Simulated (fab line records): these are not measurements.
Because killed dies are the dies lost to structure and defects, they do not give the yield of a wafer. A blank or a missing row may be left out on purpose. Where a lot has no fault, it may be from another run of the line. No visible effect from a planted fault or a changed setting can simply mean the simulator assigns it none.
Code-filled problem report in 8D (eight disciplines) form	flow sky130	the parts of the form that need people (team, actions taken, sign-off) are left out

## 1. PROBLEM STATEMENT
SONOS_ONO_OXIDATION_THK at SKY_SONOS_ONO_THK_MEAS_01 reads a mean of 3.25 nm on 6 wafers of 2 lots; wafers without a fault read 2.60 nm with a standard deviation of 0.055. That is +12 standard deviations from the usual mean.
First seen on wafer L573.2, day 15 07:40, on film-metro-02. The record has a number at this step for 33 wafers belonging to 11 lots. The rule behind "out" and "out of limits": a value lying over 4 standard deviations away from the usual mean. All remaining wafers that have a number are taken as sound.

## 2. WHAT IT IS, WHAT IT ISN'T
question	is	is not
which readings at this step	SONOS_ONO_OXIDATION_THK	-
which lots	L573, L575	L561, L566, L574, L576, L577, L578, L582, L583, L584
which wafers of those lots	all that have a number	-
read on which gauges	film-metro-02, film-metro-03	film-metro-04
when	from day 15 07:40	up to then (6 sound wafers); but 21 sound wafers of L574, L576, L577, L578, L582, L583, L584 came after

## 3. SUSPECTS, AND WHAT RULES EACH OUT
Counting: a tool at a process step up to the reading stays a suspect if it ran every lot that is out and no sound lot after the first of them.
- the gauge at SKY_SONOS_ONO_THK_MEAS_01: ruled out. The wafers that are out were read on 2 gauges (film-metro-02, film-metro-03).
- plasma-asher-04 at SKY_VT_ADJUST_PCH_STRIP_09 (strips in O2/N2): ruled out as a lasting fault. After its first lot that is out, L573 (day 14 03:57), sound lots L574, L578, L584 ran on it.
- furnace-01 at SKY_SONOS_ONO_OXIDATION_00 (stabilise 600 s, purge 300 s, target thk 2.6 nm): kept. Every lot that is out went through it, starting with L573 (day 15 06:19), and after that it ran no sound lot; the last sound lot it ran before then is L561 (day 11 04:15). Out on those wafers are its own readings of spike-tc-bottom-C, spike-tc-centre-C, spike-tc-lower-C, spike-tc-top-C, spike-tc-upper-C, tube-center-temp-C, tube_center_temp_C_max.
The count leaves furnace-01 at SKY_SONOS_ONO_OXIDATION_00.

## 4. THE CAUSE (what the simulator had put in)
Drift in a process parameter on furnace-01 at SKY_SONOS_ONO_OXIDATION_00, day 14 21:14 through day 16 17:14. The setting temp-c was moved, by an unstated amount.
Only this tool survived the counting.

## 5. SEQUENCE OF EFFECTS, ordered by route
Each row: a reading where the mean over the struck wafers with a number is more than 3 standard deviations away from the usual. Only readings for which the record gives a usual standard deviation are gone through. hours: the time from each lot's start at the first step in this table that gives one to its start at this step, as a median over the lots. sigmas: the change in usual standard deviations.
hours	step	reading	usual	on struck wafers	change	sigmas
0	SKY_SONOS_ONO_OXIDATION_00	spike-tc-bottom-C	820.4 C	835.8	+15.4	+17
0	SKY_SONOS_ONO_OXIDATION_00	spike-tc-centre-C	800.2 C	816.6	+16.4	+16
0	SKY_SONOS_ONO_OXIDATION_00	spike-tc-lower-C	800.7 C	819.5	+18.8	+9.9
0	SKY_SONOS_ONO_OXIDATION_00	spike-tc-top-C	812.6 C	828.9	+16.3	+14
0	SKY_SONOS_ONO_OXIDATION_00	spike-tc-upper-C	800.2 C	814.9	+14.7	+12
0	SKY_SONOS_ONO_OXIDATION_00	tube-center-temp-C	800 C	816	+16	+99 or more
0	SKY_SONOS_ONO_OXIDATION_00	tube_center_temp_C_max	802.05	818.01	+15.96	+53
0	SKY_SONOS_ONO_OXIDATION_00	zone-power-bottom-pct	20.8 %	22.3	+1.5	+3.1
0	SKY_SONOS_ONO_OXIDATION_00	zone-power-centre-pct	14.16 %	14.72	+0.56	+4.3
1	SKY_SONOS_ONO_THK_MEAS_01	SONOS_ONO_OXIDATION_THK	2.60 nm	3.25	+0.65	+12
Process steps it contains:
- SKY_SONOS_ONO_OXIDATION_00: stabilise 600 s, purge 300 s, target thk 2.6 nm.

## 6. HOW IT WOULD HAVE BEEN CAUGHT EARLIER
The first out-of-limits reading at a measuring or inspecting step in this record came at day 15 07:40, 10 hours after the fault's start at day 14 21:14.
The tool's own readings at SKY_SONOS_ONO_OXIDATION_00 were out on every struck wafer that the step has a row for (spike-tc-bottom-C, spike-tc-centre-C, spike-tc-lower-C, spike-tc-top-C, spike-tc-upper-C, tube-center-temp-C, tube_center_temp_C_max): an alarm limit on them would have fired on the first of those.
L575, from the lots that are out (2), started SKY_SONOS_ONO_OXIDATION_00 on furnace-01 later than day 15 07:40. It would have been spared by a hold on the tool at that moment.
